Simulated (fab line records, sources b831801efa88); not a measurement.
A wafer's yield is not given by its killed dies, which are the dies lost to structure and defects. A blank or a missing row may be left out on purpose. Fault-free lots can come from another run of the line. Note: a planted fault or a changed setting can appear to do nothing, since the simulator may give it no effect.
fab line records    flow sky130
[record] lots = 6  wafers = 18  lastDay = 50
route steps=708 shown LDD_P@263 LDD_HVN@267 LDD_HVP@278 PAD_OPEN@708
lots with no fault: from the same line, run without faults
startH: hours from the record's first day to the start of the lot's first wafer shown    waitH: hours elapsed since this lot's preceding step    " repeats the value in the row above    L1.1+2: one row covering several wafers at once    - no value present, or no start provided    * or withheld: withheld    < > ~ a bound
route shown NAME@n: a module of which the file shows steps, and the number in the route of the first    usual: average and standard deviation across the fault-free wafers    same: alike in all rows    chamber/n: place in a boat    sites: readings site by site    _std_site: standard deviation across them    _edge_site: inner sites' mean taken away from outer sites' mean    radiusMm: how far each site lies from the wafer's centre    mask NAME#n: copy n    behind: the tool/chamber that last shaped the wafer    hold: why the lot was held/for how many hours/how that ended    device: the n, p or np transistor that did not switch    end of line: at the end of the route, the tests of the same wafers    step lacking rows: just its recipe    killed: the dies lost at the first sort to structure and to defects; this is not the yield of the wafer    map: a wafer's dies, marking killed ones x, the rest . and places with no die _
set.NAME: the setting that was run; set.NAME@STEP: the one run at that earlier step    model.NAME: the simulator's own value behind a step, which no gauge read
lots at selected steps of the route; one table per step, one row per wafer
services: from which hour (startH, from the record's first day; less than 0 if before it) a tool's chamber was out of use, for how many hours, and why
[[steps]]
[step SKY_LDD_P_OVL_MEAS_08]
[usual] LDD_P_OVL = -0.4/1.4
lot.wafer  tool        chamber  startH  waitH  LDD_P_OVL[nm]
L798.4     overlay-02  -        473.45  0.1    -2.6
L798.5     "           -        "       "      -1.7
L798.6     "           -        "       "      -1.7
L801.3     overlay-01  -        482.69  0.1    -1.1
L801.4     "           -        "       "      1.3
L801.6     "           -        "       "      1.6
L812.1     overlay-02  -        583.36  0.1    -0.6
L812.3     "           -        "       "      0.1
L812.5     "           -        "       "      -1.3
L813.1     overlay-01  -        593.24  0.1    0.1
L813.4     "           -        "       "      2.1
L813.5     "           -        "       "      1.6
L816.3     overlay-01  -        610.35  0.1    -0.9
L816.5     "           -        "       "      0.4
L816.6     "           -        "       "      -0.7
L818.2     overlay-01  -        627.59  0.1    0.7
L818.3     "           -        "       "      0.2
L818.6     "           -        "       "      1.5
[step SKY_LDD_P_IMPLANT_09]
[recipe] species = BF2  energyKev = 25  doseCm2 = 1e+13  tiltDeg = withheld
[step SKY_LDD_P_STRIP_10]
[recipe] chemistry = O2/N2  powerW = 1400  pressureMtorr = 1500  platenTempC = withheld  o2FlowSccm = 3000  n2FlowSccm = 300  overashFraction = 0.5
[usual] chamberPressureMTorr = 1499.9/1.4  drypumpMotorCurrentA = 5.7/0.48  n2FlowSccm = 300.0/0.88  oesProductAu = 0.716/0.0043  stripTimeToEndpointS = 14.18/0.033
lot.wafer  tool            chamber  startH  waitH  chamberPressureMTorr  drypumpMotorCurrentA  n2FlowSccm  oesProductAu  rfHoursCounterH  stripTimeToEndpointS
L798.4     plasmaAsher-02  0        473.65  0.1    1500.1                4.8                   299.3       0.712         -                14.12
L798.5     "               0        "       "      1499.2                4.8                   301.8       0.720         -                14.12
L798.6     "               1        "       "      1499.7                5.8                   299.0       0.726         -                14.17
L801.3     plasmaAsher-03  1        482.90  0.1    1499.2                6.2                   300.1       0.723         -                14.15
L801.4     "               0        "       "      1498.6                5.7                   300.3       0.717         -                14.12
L801.6     "               0        "       "      1498.2                5.7                   300.5       0.723         -                14.15
L812.1     plasmaAsher-01  1        583.55  0.1    1500.1                5.6                   299.6       0.716         77               14.16
L812.3     "               0        "       "      1500.5                6.3                   300.3       0.712         -                14.22
L812.5     "               1        "       "      1501.4                5.7                   299.7       0.716         -                14.24
L813.1     plasmaAsher-02  1        593.42  0.1    1499.2                5.8                   301.0       0.719         45               14.20
L813.4     "               1        "       "      1498.1                5.8                   300.5       0.715         -                14.21
L813.5     "               0        "       "      1499.7                4.8                   300.6       0.706         -                14.16
L816.3     plasmaAsher-02  1        610.56  0.1    1499.9                5.8                   298.8       0.715         -                14.19
L816.5     "               1        "       "      1503.4                5.8                   299.1       0.710         -                14.21
L816.6     "               0        "       "      1499.2                4.8                   298.8       0.717         -                14.19
L818.2     plasmaAsher-02  1        627.77  0.1    1499.9                5.8                   299.1       0.722         48               14.15
L818.3     "               0        "       "      1501.4                4.8                   301.0       0.712         -                14.18
L818.6     "               0        "       "      1499.9                4.8                   300.7       0.717         -                14.20
[step SKY_LDD_P_TW_MEAS_11]
[usual] LDD_P_TW = 641/5.1
lot.wafer  tool          chamber  startH  waitH  LDD_P_TW
L798.4     filmMetro-04  -        473.75  0.1    640
L798.5     "             -        "       "      637
L798.6     "             -        "       "      640
L801.3     filmMetro-02  -        482.99  0.1    640
L801.4     "             -        "       "      646
L801.6     "             -        "       "      643
L812.1     filmMetro-04  -        583.65  0.1    639
L812.3     "             -        "       "      642
L812.5     "             -        "       "      639
L813.1     filmMetro-01  -        593.52  0.1    633
L813.4     "             -        "       "      634
L813.5     "             -        "       "      635
L816.3     filmMetro-02  -        610.64  0.1    646
L816.5     "             -        "       "      643
L816.6     "             -        "       "      646
L818.2     filmMetro-02  -        627.88  0.1    645
L818.3     "             -        "       "      644
L818.6     "             -        "       "      645
[step SKY_LDD_HVN_DEHYDRATE_00]
[recipe] tempC = 200  timeS = 60
[step SKY_LDD_HVN_HMDS_01]
[recipe] primeTimeS = 60  primeTempC = 120
[step SKY_LDD_HVN_COAT_02]
[recipe] resist = NOVOLAK  spinRpm = 3000  resistThkNm = 300
[step SKY_LDD_HVN_SOFTBAKE_03]
[recipe] tempC = 90  timeS = 60  resist = NOVOLAK
[step SKY_LDD_HVN_EXPOSE_04]
[recipe] maskId = HVNTM  na = 0.6  sourceShape = conventional  sigmaOuter = 0.6  polarization = unpolarized  targetCdNm = 700  doseMj = 127
[step SKY_LDD_HVN_PEB_05]
[recipe] tempC = withheld  timeS = *  resist = NOVOLAK
[step SKY_LDD_HVN_DEVELOP_06]
[recipe] resist = NOVOLAK  developer = TMAH  developTimeS = 60  devTempC = 23
[step SKY_LDD_HVN_OVL_MEAS_07]
[usual] LDD_HVN_OVL = 1.2/1.3
lot.wafer  tool        chamber  startH  waitH  LDD_HVN_OVL[nm]
L798.4     overlay-01  -        504.06  0.1    1.3
L798.5     "           -        "       "      2.0
L798.6     "           -        "       "      -0.1
L801.3     overlay-01  -        513.62  0.1    1.3
L801.4     "           -        "       "      1.7
L801.6     "           -        "       "      2.7
L812.1     overlay-01  -        613.01  0.1    3.8
L812.3     "           -        "       "      1.8
L812.5     "           -        "       "      3.1
L813.1     overlay-02  -        622.66  0.1    -0.8
L813.4     "           -        "       "      0.0
L813.5     "           -        "       "      2.5
L816.3     overlay-01  -        639.27  0.1    2.4
L816.5     "           -        "       "      1.6
L816.6     "           -        "       "      2.1
L818.2     overlay-01  -        656.67  0.1    3.6
L818.3     "           -        "       "      2.8
L818.6     "           -        "       "      3.1
[step SKY_LDD_HVN_IMPLANT_08]
[recipe] species = P  energyKev = 60  doseCm2 = 3e+13  tiltDeg = 40
[usual] doseIonsCm2 = 3.0002e+13/2.9e+10  endStationPressureTorr = 5.13e-06/3e-07  faradayCurrentUA = 169/3.6
lot.wafer  tool          chamber  startH  waitH  doseIonsCm2  endStationPressureTorr  faradayCurrentUA
L798.4     implanter-04  0        504.15  0.1    3.002e+13    4.98e-06                168
L798.5     "             0        "       "      3.0017e+13   5.27e-06                174
L798.6     "             0        "       "      3.0055e+13   4.89e-06                167
L801.3     implanter-03  0        513.70  0.1    2.999e+13    4.7e-06                 168
L801.4     "             0        "       "      2.9979e+13   4.75e-06                168
L801.6     "             0        "       "      2.9996e+13   5.06e-06                171
L812.1     implanter-03  0        613.05  0.0    2.1635e+14   5.16e-06                1236
L812.3     "             0        "       "      2.1638e+14   6.17e-06                1222
L812.5     "             0        "       "      2.1636e+14   5.68e-06                1221
L813.1     implanter-04  0        622.82  0.1    2.9963e+13   5.52e-06                159
L813.4     "             0        "       "      2.9992e+13   4.75e-06                168
L813.5     "             0        "       "      3.0008e+13   5.37e-06                169
L816.3     implanter-03  0        639.35  0.1    2.1637e+14   5.71e-06                1224
L816.5     "             0        "       "      2.1638e+14   6.26e-06                1192
L816.6     "             0        "       "      2.1636e+14   5.33e-06                1216
L818.2     implanter-04  0        656.72  0.0    3.0017e+13   5.39e-06                171
L818.3     "             0        "       "      3.0048e+13   5.48e-06                170
L818.6     "             0        "       "      3.0021e+13   5.79e-06                170
[step SKY_LDD_HVN_STRIP_09]
[recipe] chemistry = O2/N2  powerW = 1400  pressureMtorr = 1500  platenTempC = withheld  o2FlowSccm = 3000  n2FlowSccm = 300  overashFraction = 0.5
[usual] chamberPressureMTorr = 1500/5.8  drypumpMotorCurrentA = 5.96/0.27  n2FlowSccm = 300.0/0.85  oesProductAu = 0.408/0.0044  stripTimeToEndpointS = 4.132/0.014
lot.wafer  tool            chamber  startH  waitH  chamberPressureMTorr  drypumpMotorCurrentA  n2FlowSccm  oesProductAu  rfHoursCounterH  stripTimeToEndpointS
L798.4     plasmaAsher-01  1        504.26  0.1    1500                  5.67                  299.2       0.408         -                4.095
L798.5     "               0        "       "      1500                  6.30                  301.6       0.412         -                4.121
L798.6     "               1        "       "      1500                  5.67                  299.4       0.404         -                4.111
L801.3     plasmaAsher-01  1        513.84  0.1    1500                  5.63                  299.5       0.404         -                4.122
L801.4     "               0        "       "      1500                  6.31                  299.1       0.418         -                4.140
L801.6     "               1        "       "      1500                  5.65                  298.7       0.420         -                4.137
L812.1     plasmaAsher-03  0        613.20  0.1    1501                  5.66                  297.6       0.401         94               4.119
L812.3     "               0        "       "      1502                  5.67                  298.7       0.406         -                4.131
L812.5     "               0        "       "      1501                  5.65                  300.4       0.409         -                4.127
L813.1     plasmaAsher-01  0        622.97  0.1    1499                  6.28                  299.6       0.410         81               4.139
L813.4     "               0        "       "      1500                  6.32                  300.2       0.406         -                4.137
L813.5     "               0        "       "      1500                  6.31                  300.5       0.403         -                4.131
L816.3     plasmaAsher-01  0        639.48  0.1    1500                  6.26                  300.2       0.406         -                4.128
L816.5     "               0        "       "      1501                  6.29                  300.6       0.408         -                4.117
L816.6     "               1        "       "      1499                  5.65                  299.8       0.408         -                4.121
L818.2     plasmaAsher-03  1        656.85  0.1    1502                  6.11                  300.1       0.409         98               4.146
L818.3     "               0        "       "      1501                  5.64                  299.1       0.410         -                4.136
L818.6     "               1        "       "      1498                  6.15                  300.2       0.403         -                4.136
[step SKY_LDD_HVN_TW_MEAS_10]
[usual] LDD_HVN_TW = 1436/9.4
lot.wafer  tool          chamber  startH  waitH  LDD_HVN_TW
L798.4     filmMetro-03  -        504.35  0.1    1437
L798.5     "             -        "       "      1437
L798.6     "             -        "       "      1434
L801.3     filmMetro-04  -        513.92  0.1    1440
L801.4     "             -        "       "      1446
L801.6     "             -        "       "      1437
L812.1     filmMetro-03  -        613.30  0.1    2641
L812.3     "             -        "       "      2651
L812.5     "             -        "       "      2643
L813.1     filmMetro-04  -        623.07  0.1    1434
L813.4     "             -        "       "      1443
L813.5     "             -        "       "      1437
L816.3     filmMetro-01  -        639.57  0.1    2638
L816.5     "             -        "       "      2639
L816.6     "             -        "       "      2640
L818.2     filmMetro-01  -        656.96  0.1    1441
L818.3     "             -        "       "      1440
L818.6     "             -        "       "      1445
[step SKY_LDD_HVP_DEHYDRATE_00]
[recipe] tempC = 200  timeS = 60
[step SKY_PAD_OPEN_PROBE_99]
[usual] killed_at_M0_to_M3 = 43/7.2  killed_at_M4_up = 3.2/1.8  killedAtContacts = 23/5.6  killedAtFrontEnd = 15/4.6  killedDies = 85/10  killedOpen = 46/7.8  killedShort = 38/6.5
[same] grossDies = 492  killedAtBackSide = 0  killedAtOther = 0
lot.wafer  tool       chamber  startH   waitH  killed_at_M0_to_M3  killed_at_M4_up  killedAtContacts  killedAtFrontEnd  killedDies  killedOpen  killedShort  model.etest.tip_n_5v.rsOhmSq  model.etest.nfetG5v0d10v5.rOnOhmUm  model.etest.nfetG5v0d10v5.driveUaUm  model.etest.nfet_05v0_nvt.driveUaUm  model.etest.tip_n_5v.rsOhmSqRange  model.etest.resNdiffHv.rsOhmSq  model.etest.nfet_16v.driveUaUm  model.etest.ring_5v.delayPs
L798.4     prober-02  -        1103.06  0.2    57                  5                19                6                 87          44          43           1427                          1919                                591                                  563.1                                32.58                              113.3                           218.1                           45.29
L798.5     prober-02  -        1103.11  0.2    42                  5                31                6                 84          35          49           1412                          1913                                594.7                                562.6                                30.83                              113.7                           217.9                           44.76
L798.6     prober-02  -        1103.16  0.2    37                  2                12                6                 57          34          23           1424                          1953                                576.3                                554.9                                23.06                              114.3                           211.8                           45.97
L801.3     prober-02  -        1108.97  0.2    41                  1                25                13                80          46          34           1402                          1894                                602.2                                568.1                                14.21                              116.4                           218.2                           45.58
L801.4     prober-02  -        1109.02  0.2    40                  4                18                14                76          42          34           1399                          1905                                606.3                                571.6                                29.44                              116.1                           219.5                           44.64
L801.6     prober-02  -        1109.12  0.2    46                  3                27                22                98          51          47           1396                          1868                                609.6                                578.1                                30.73                              116.4                           222.4                           44.63
L812.1     prober-02  -        1172.33  0.1    55                  9                32                15                111         58          52           316.8                         1446                                714.5                                615.6                                5.931                              97.87                           224.8                           41.8
L812.3     prober-02  -        1172.43  0.2    43                  3                24                19                89          62          26           316.5                         1439                                724.8                                625.5                                6.144                              98.04                           227                             41.26
L812.5     prober-02  -        1172.53  0.2    43                  4                26                23                96          47          49           316.9                         1465                                721.2                                618                                  6.877                              97.14                           224.1                           42.28
L813.1     prober-01  -        1177.83  0.1    43                  4                15                16                78          42          36           1363                          1828                                630.5                                595.5                                17.31                              112.8                           234.1                           44.54
L813.4     prober-01  -        1177.98  0.2    45                  2                15                10                72          39          33           1368                          1857                                616.6                                589.8                                30.26                              112.5                           227.1                           44.22
L813.5     prober-01  -        1178.03  0.2    57                  5                25                16                103         54          49           1362                          1851                                622.6                                588                                  12.13                              112.8                           230.2                           44.24
L816.3     prober-02  -        1189.26  0.2    44                  1                22                20                87          44          43           322.2                         1459                                741.9                                634.7                                6.201                              97.98                           231.9                           41.62
L816.5     prober-02  -        1189.36  0.2    37                  2                19                13                71          37          34           317.6                         1445                                733.6                                626.3                                9.062                              97.53                           230.6                           40.99
L816.6     prober-02  -        1189.41  0.2    34                  3                16                17                70          29          41           318.1                         1435                                740.4                                636.5                                5.629                              98.77                           235.3                           41.59
L818.2     prober-02  -        1197.05  0.1    39                  5                29                14                87          50          36           1370                          1903                                604.4                                579.8                                31.79                              116.3                           223.8                           45.29
L818.3     prober-02  -        1197.10  0.2    49                  2                28                15                94          54          40           1368                          1877                                619.9                                589.7                                24.5                               115.6                           226.9                           44.24
L818.6     prober-02  -        1197.25  0.2    45                  3                21                16                85          47          37           1370                          1902                                605                                  580.2                                22.24                              115.9                           220.1                           44.7
// killed by level:class
L798.4 VIA3:geometricParticle:open=11 LI_CONTACT:geometricParticle:open=8 VIA1:geometricParticle:open=7 VIA2:geometricParticle:open=7 VIA2:geometricParticle:short=7 VIA3:geometricParticle:short=5 METAL3:geometricParticle:short=5 METAL2:geometricParticle:short=5
L798.5 CONTACT:geometricParticle:open=9 LOCAL_INTERCONNECT:geometricParticle:short=9 METAL1:geometricParticle:short=9 VIA3:geometricParticle:open=8 VIA1:geometricParticle:open=8 CONTACT:geometricParticle:short=7 FIELD_ISO:geometricParticle:short=5 LI_CONTACT:geometricParticle:open=5
L798.6 VIA2:geometricParticle:open=8 VIA1:geometricParticle:open=6 LI_CONTACT:geometricParticle:open=5 METAL1:geometricParticle:short=5 CONTACT:geometricParticle:open=4 VIA1:geometricParticle:short=4 METAL2:geometricParticle:short=3 METAL3:geometricParticle:short=3
L801.3 VIA1:geometricParticle:open=10 VIA2:geometricParticle:open=8 LI_CONTACT:geometricParticle:open=7 CONTACT:geometricParticle:open=7 CONTACT:geometricParticle:short=5 VIA3:geometricParticle:open=5 FIELD_ISO:geometricParticle:short=4 POLY_GATE:geometricParticle:open=4
L801.4 METAL2:geometricParticle:short=9 VIA2:geometricParticle:open=9 VIA1:geometricParticle:open=8 LI_CONTACT:geometricParticle:open=5 CONTACT:geometricParticle:open=5 FIELD_ISO:geometricParticle:short=3 LOCAL_INTERCONNECT:geometricParticle:open=3 METAL1:geometricParticle:short=3
L801.6 VIA3:geometricParticle:open=10 VIA2:geometricParticle:open=9 LI_CONTACT:geometricParticle:open=8 METAL2:geometricParticle:short=8 POLY_GATE:geometricParticle:short=7 CONTACT:geometricParticle:short=7 CONTACT:geometricParticle:open=7 VIA1:geometricParticle:open=6
L812.1 VIA1:geometricParticle:open=13 LI_CONTACT:geometricParticle:open=8 CONTACT:geometricParticle:open=8 METAL1:geometricParticle:short=8 VIA1:geometricParticle:short=7 VIA3:geometricParticle:open=7 CONTACT:geometricParticle:short=6 VIA2:geometricParticle:open=6
L812.3 VIA1:geometricParticle:open=13 FIELD_ISO:geometricParticle:open=11 CONTACT:geometricParticle:open=9 LI_CONTACT:geometricParticle:open=8 VIA3:geometricParticle:open=6 METAL2:geometricParticle:short=5 METAL2:geometricParticle:open=5 METAL1:geometricParticle:short=4
L812.5 VIA1:geometricParticle:open=9 FIELD_ISO:geometricParticle:short=8 METAL2:geometricParticle:short=6 LI_CONTACT:geometricParticle:open=6 LOCAL_INTERCONNECT:geometricParticle:short=6 CONTACT:geometricParticle:open=6 VIA2:geometricParticle:open=6 VIA3:geometricParticle:open=6
L813.1 VIA1:geometricParticle:open=14 CONTACT:geometricParticle:open=5 VIA2:geometricParticle:open=5 VIA3:geometricParticle:open=5 METAL2:geometricParticle:short=4 VIA2:geometricParticle:short=4 METAL3:geometricParticle:short=4 FIELD_ISO:geometricParticle:open=3
L813.4 VIA1:geometricParticle:open=10 VIA2:geometricParticle:open=8 CONTACT:geometricParticle:open=7 VIA1:geometricParticle:short=5 LI_CONTACT:geometricParticle:short=4 METAL1:geometricParticle:short=4 METAL2:geometricParticle:short=4 VIA3:geometricParticle:open=4
L813.5 VIA1:geometricParticle:open=12 VIA3:geometricParticle:open=11 METAL1:geometricParticle:short=9 LI_CONTACT:geometricParticle:open=8 CONTACT:geometricParticle:short=6 VIA1:geometricParticle:short=6 CONTACT:geometricParticle:open=5 FIELD_ISO:geometricParticle:short=4
L816.3 VIA1:geometricParticle:open=10 CONTACT:geometricParticle:open=8 FIELD_ISO:geometricParticle:open=5 LI_CONTACT:geometricParticle:open=5 VIA3:geometricParticle:short=5 METAL1:geometricParticle:short=5 VIA2:geometricParticle:open=5 METAL2:geometricParticle:short=5
L816.5 CONTACT:geometricParticle:open=7 METAL1:geometricParticle:short=7 LI_CONTACT:geometricParticle:open=6 VIA1:geometricParticle:open=6 VIA3:geometricParticle:open=6 POLY_GATE:geometricParticle:open=4 LOCAL_INTERCONNECT:geometricParticle:short=4 METAL2:geometricParticle:short=4
L816.6 METAL1:geometricParticle:short=9 METAL2:geometricParticle:short=9 CONTACT:geometricParticle:open=8 FIELD_ISO:geometricParticle:short=6 POLY_GATE:geometricParticle:open=4 CONTACT:geometricParticle:short=4 VIA3:geometricParticle:open=4 POLY_GATE:geometricParticle:short=3
L818.2 CONTACT:geometricParticle:open=15 VIA3:geometricParticle:open=7 METAL2:geometricParticle:short=7 VIA2:geometricParticle:open=7 LI_CONTACT:geometricParticle:open=6 VIA1:geometricParticle:open=6 FIELD_ISO:geometricParticle:short=5 CONTACT:geometricParticle:short=4
L818.3 VIA3:geometricParticle:open=14 LI_CONTACT:geometricParticle:open=9 LOCAL_INTERCONNECT:geometricParticle:short=8 VIA1:geometricParticle:short=7 CONTACT:geometricParticle:open=7 VIA1:geometricParticle:open=6 VIA2:geometricParticle:open=6 POLY_GATE:geometricParticle:open=5
L818.6 VIA3:geometricParticle:open=12 METAL2:geometricParticle:short=8 VIA1:geometricParticle:short=7 CONTACT:geometricParticle:open=6 POLY_GATE:geometricParticle:open=5 LI_CONTACT:geometricParticle:open=5 LOCAL_INTERCONNECT:geometricParticle:short=5 FIELD_ISO:geometricParticle:open=4
[[services]]
tool            chamber  startH  hours  kind
plasmaAsher-03  -        506.05  20.6   repair
plasmaAsher-01  -        510.88  2.8    pm
implanter-03    -        534.14  2.4    pm
plasmaAsher-02  -        541.10  0.4    repair
implanter-04    -        582.56  1.3    repair
plasmaAsher-03  -        590.43  0.4    repair
plasmaAsher-01  -        594.59  0.4    repair
[[key]]
[firstSign] step = SKY_LDD_HVN_IMPLANT_08  reading = doseIonsCm2  direction = up  sigmas = 99+  usual = *  struck = *
[effect] step = SKY_LDD_HVN_IMPLANT_08  reading = faradayCurrentUA  direction = up  sigmas = 99+  usual = 169  struck = 1218
[effect] step = SKY_LDD_HVN_TW_MEAS_10  reading = LDD_HVN_TW  direction = up  sigmas = 99+  usual = 1436  struck = 2642
[modelEffect] step = SKY_PAD_OPEN_PROBE_99  value = etest.tip_n_5v.rsOhmSq  without = 1382  struck = 318
metAt SKY_LDD_HVN_IMPLANT_08
struckWafers L812.1,L812.3,L812.5,L816.3,L816.5,L816.6
testerLeftOut L812,L816
onsetBetween 513.70 613.05
[fault] kind = processParameterDrift  tool = implanter-03  chamber = -  onsetH = 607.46  steps = SKY_LDD_HVN_IMPLANT_08  channel = doseCm2  offset = *  shape = step  endH = 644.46  actsIn = *  stated = *
// testerLeftOut: of these lots the tester's yield and bins aren't shown, on N5 and GAA mostly nor the transistor test; their killed dies are dies lost to structure and defects alone, not to doping, threshold or leakage, so they don't give the yield
